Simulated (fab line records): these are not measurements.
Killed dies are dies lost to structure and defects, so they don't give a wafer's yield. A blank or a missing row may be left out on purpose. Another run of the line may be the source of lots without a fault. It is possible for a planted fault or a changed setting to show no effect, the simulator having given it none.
Comparing a struck lot with a sound one    flow sky130    15 steps out of a route of 708
Sound: these wafers, L515.1, L515.2, L515.4. Wafers L522.3, L522.5, L522.6 were the ones struck. The cause is named last.
Order at every step that has rows: each side's tool, ch and its chambers, its first start. Under that, the readings that differ: sound wafers    struck wafers    difference of the means    sigmas: that difference in standard deviations of wafers without a fault.
alike: a reading whose means differ by less than 2 such deviations, as well as words and numbers matching on both sides. not compared: withheld readings; readings where some wafer has no value; bounds like >300 that might hide an equal value; numbers whose values overlap and for which the record gives no deviation.
A row with sigmas, a row that says differs or no value, or rows on one side alone: a step with any of these is where the two part. Numbers that don't overlap but have no deviation are shown without sigmas and don't part them. Lack of a reading on every wafer of one side parts them only where that side has two or more wafers.

first, 8 steps without rows for these wafers: SKY_METAL3_DEHYDRATE_05 (time 60 s); SKY_METAL3_HMDS_06 (prime time 60 s); SKY_METAL3_COAT_07 (resist thk 60 nm); SKY_METAL3_COAT_08 (resist thk 1140 nm); SKY_METAL3_SOFTBAKE_09 (time 90 s); SKY_METAL3_EXPOSE_10 (exposes mask MM3, target cd 300 nm); SKY_METAL3_PEB_11; SKY_METAL3_DEVELOP_12 (develop time 60 s).
SKY_METAL3_CD_MEAS_13: the cd target is 300 nm.
  sound: cd-sem-01 at day 41 12:53; struck: cd-sem-02 at day 43 05:55
  alike: cd-nm
SKY_METAL3_OVL_MEAS_14:
  sound: overlay-02 at day 41 13:01; struck: overlay-02 at day 43 06:01
  alike: METAL3_OVL
SKY_METAL3_DESCUM_15: chemistry O2, time 8 s.
  sound on rie-metal-02 ch 0,1, day 41 13:03; struck on rie-metal-02 ch 0,1, day 43 06:02
  alike: drypump-motor-current-A, oes-product-au
  not compared: rf-hours-counter-h
SKY_METAL3_ETCH_16: etches BARC in N2/H2, stops on SiO2, time 88.2 s, target depth 60 nm.
  sound on rie-metal-02 ch 0,1, day 41 13:05; struck on rie-metal-02 ch 0,1, day 43 06:05
  alike: bias-w, chamber-pressure-mTorr, drypump-motor-current-A, oes-product-au, throttle-valve-pct
  not compared: rf-hours-counter-h
SKY_METAL3_ETCH_17: etches SiO2 in C4F8/O2/Ar, stops on TiN, time 3.9 s, target depth 15 nm.
  sound on rie-diel-03 ch 1,2,3, day 41 13:11; struck on rie-diel-01 ch 1,3, day 43 06:10
  no value came back on the struck wafers for bias-w (W), chamber-pressure-mTorr (mTorr), oes-product-au (a.u.), rf-hours-counter-h (h); on the sound wafers bias-w (W) reads 1200 1200 1206
SKY_METAL3_METAL_ETCH_18: etches the open film in Cl2/BCl3, stops on SiO2, target depth 845 nm, time 183.1 s.
  sound on rie-metal-04 ch 0,1, day 41 13:12; struck on rie-metal-01 ch 0,1, day 43 06:14
  alike: bcl3-flow-sccm, bias-w, drypump-motor-current-A, oes-product-au, throttle-valve-pct
  not compared: rf-hours-counter-h
-- the record jumps here: 6 days lie between the struck wafers' starts before and after (it left off in module METAL3 and takes up again in module PAD_OPEN, whose first step shown is number 708 of the route) --
SKY_PAD_OPEN_PROBE_99:
  the record has rows for the struck wafers here (prober-02, day 49 12:46) and none for the sound ones

WHERE THEY PART
Earliest at SKY_METAL3_ETCH_17; latest, in this record, at SKY_PAD_OPEN_PROBE_99.

WHY: the cause the simulator had injected
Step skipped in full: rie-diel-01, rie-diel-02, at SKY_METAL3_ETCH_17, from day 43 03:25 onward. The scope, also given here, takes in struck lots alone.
